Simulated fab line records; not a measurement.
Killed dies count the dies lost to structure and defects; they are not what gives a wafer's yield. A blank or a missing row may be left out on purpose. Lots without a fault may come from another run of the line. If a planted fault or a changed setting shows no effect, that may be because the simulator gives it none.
The tool behind it: which one? / flow sky130 / Sampling: 12 lots, 36 wafers, 3 of 708 route steps

WHAT THE GAUGES SHOWED, per wafer
SKY_SD_N_OVL_MEAS_08. Usual: SD_N_OVL gives -0.1 nm (standard deviation 1.3).
lot=L826; measured=day 28 09:32; on=overlay-02; SD_N_OVL (nm)=0.8 1.4 2.3; flag=
lot=L827; measured=day 28 14:20; on=overlay-02; SD_N_OVL (nm)=-0.9 0.5 -2.5; flag=
lot=L828; measured=day 28 21:09; on=overlay-02; SD_N_OVL (nm)=0.5 1.8 0.4; flag=
lot=L829; measured=day 29 00:10; on=overlay-02; SD_N_OVL (nm)=-1.0 -0.7 -1.4; flag=
lot=L831; measured=day 29 23:00; on=overlay-01; SD_N_OVL (nm)=-0.9 -2.2 0.1; flag=
lot=L833; measured=day 30 11:57; on=overlay-01; SD_N_OVL (nm)=0.0 0.2 -0.4; flag=
lot=L835; measured=day 31 16:58; on=overlay-01; SD_N_OVL (nm)=0.6 -0.3 1.1; flag=
lot=L836; measured=day 32 07:02; on=overlay-01; SD_N_OVL (nm)=0.5 0.4 -1.0; flag=
lot=L841; measured=day 33 11:16; on=overlay-01; SD_N_OVL (nm)=2.5 2.3 0.9; flag=
lot=L843; measured=day 33 22:34; on=overlay-01; SD_N_OVL (nm)=0.5 0.9 0.8; flag=
lot=L846; measured=day 34 22:04; on=overlay-02; SD_N_OVL (nm)=1.8 -1.3 -2.8; flag=
lot=L848; measured=day 35 05:56; on=overlay-01; SD_N_OVL (nm)=1.0 -0.7 0.9; flag=

SKY_CONTACT_THK_MEAS_03. Usual: CONTACT_HDPCVD_THK gives 561 nm (standard deviation 6).
lot=L826; measured=day 30 21:37; on=film-metro-02; CONTACT_HDPCVD_THK (nm)=565 565 566; flag=
lot=L827; measured=day 31 02:59; on=film-metro-01; CONTACT_HDPCVD_THK (nm)=567 576 568; flag=
lot=L828; measured=day 31 07:13; on=film-metro-03; CONTACT_HDPCVD_THK (nm)=561 559 553; flag=
lot=L829; measured=day 31 11:10; on=film-metro-01; CONTACT_HDPCVD_THK (nm)=561 557 562; flag=
lot=L831; measured=day 32 09:55; on=film-metro-03; CONTACT_HDPCVD_THK (nm)=564 571 563; flag=
lot=L833; measured=day 32 22:25; on=film-metro-03; CONTACT_HDPCVD_THK (nm)=563 570 569; flag=
lot=L835; measured=day 34 03:20; on=film-metro-02; CONTACT_HDPCVD_THK (nm)=565 567 564; flag=
lot=L836; measured=day 34 17:32; on=film-metro-02; CONTACT_HDPCVD_THK (nm)=552 556 549; flag=
lot=L841; measured=day 35 19:22; on=film-metro-01; CONTACT_HDPCVD_THK (nm)=557 556 553; flag=
lot=L843; measured=day 36 07:07; on=film-metro-03; CONTACT_HDPCVD_THK (nm)=1072 569 567; flag=OFF
lot=L846; measured=day 37 05:37; on=film-metro-01; CONTACT_HDPCVD_THK (nm)=1058 564 567; flag=OFF
lot=L848; measured=day 37 15:24; on=film-metro-02; CONTACT_HDPCVD_THK (nm)=562 566 561; flag=

TOOL THAT RAN EACH LOT (tool first, then ch and the chambers of the sampled wafers, then the start)
lot=L826; SKY_CONTACT_HDPCVD_02=hdpcvd-02 ch 0,1,2, day 30 21:32
lot=L827; SKY_CONTACT_HDPCVD_02=hdpcvd-01 ch 0,1,2, day 31 02:55
lot=L828; SKY_CONTACT_HDPCVD_02=hdpcvd-01 ch 0,2, day 31 07:08
lot=L829; SKY_CONTACT_HDPCVD_02=hdpcvd-01 ch 0,1, day 31 11:05
lot=L831; SKY_CONTACT_HDPCVD_02=hdpcvd-01 ch 0,1, day 32 09:50
lot=L833; SKY_CONTACT_HDPCVD_02=hdpcvd-02 ch 0,2, day 32 22:20
lot=L835; SKY_CONTACT_HDPCVD_02=hdpcvd-02 ch 0,1, day 34 03:16
lot=L836; SKY_CONTACT_HDPCVD_02=hdpcvd-01 ch 1,2, day 34 17:27
lot=L841; SKY_CONTACT_HDPCVD_02=hdpcvd-01 ch 0,1,2, day 35 19:17
lot=L843; SKY_CONTACT_HDPCVD_02=hdpcvd-02 ch 0,1, day 36 07:02
lot=L846; SKY_CONTACT_HDPCVD_02=hdpcvd-02 ch 0,1, day 37 05:32
lot=L848; SKY_CONTACT_HDPCVD_02=hdpcvd-01 ch 1,2, day 37 15:19
- SKY_CONTACT_HDPCVD_02: deposits SiO2, target thk 565 nm, time 94.2 s.

AS READ BY THE TOOLS THEMSELVES (means over the sampled wafers that have a number; for cases with no such wafer, the mark the record gives instead)
The record holds no such reading with a usual standard deviation.

THE ANSWER, worked out from the rows above alone
Rule: a lot counts as off when the mean over its wafers that have a number is more than 3 standard deviations away from the usual mean. Also off: a lot with no number at a reading for which 4 or more lots have one. Where the step has rows for the other lots, those lots are counted as sound. The gauges are gone through in route order, then the tools' own readings, and for those a lot's mean is taken as printed above. The first step at which some lot is off is used, and at that step the reading that is off furthest; a lot without a number counts as furthest.
Off: L843, L846, at SKY_CONTACT_THK_MEAS_03 (CONTACT_HDPCVD_THK).
A tool fits if, at a process step before that reading, it ran every lot that is off, and no sound lot after the first of them. The gauges at SKY_CONTACT_THK_MEAS_03 are tried like those tools. One candidate fits, namely hdpcvd-02 at SKY_CONTACT_HDPCVD_02. A fault onset in the window from L835 (day 34 03:16, its last sound lot) to L843 (day 36 07:02, its first lot off) fits.

WHAT THE SIMULATOR PUT IN
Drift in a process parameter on hdpcvd-02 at SKY_CONTACT_HDPCVD_02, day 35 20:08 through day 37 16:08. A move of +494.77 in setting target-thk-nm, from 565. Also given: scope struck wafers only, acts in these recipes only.
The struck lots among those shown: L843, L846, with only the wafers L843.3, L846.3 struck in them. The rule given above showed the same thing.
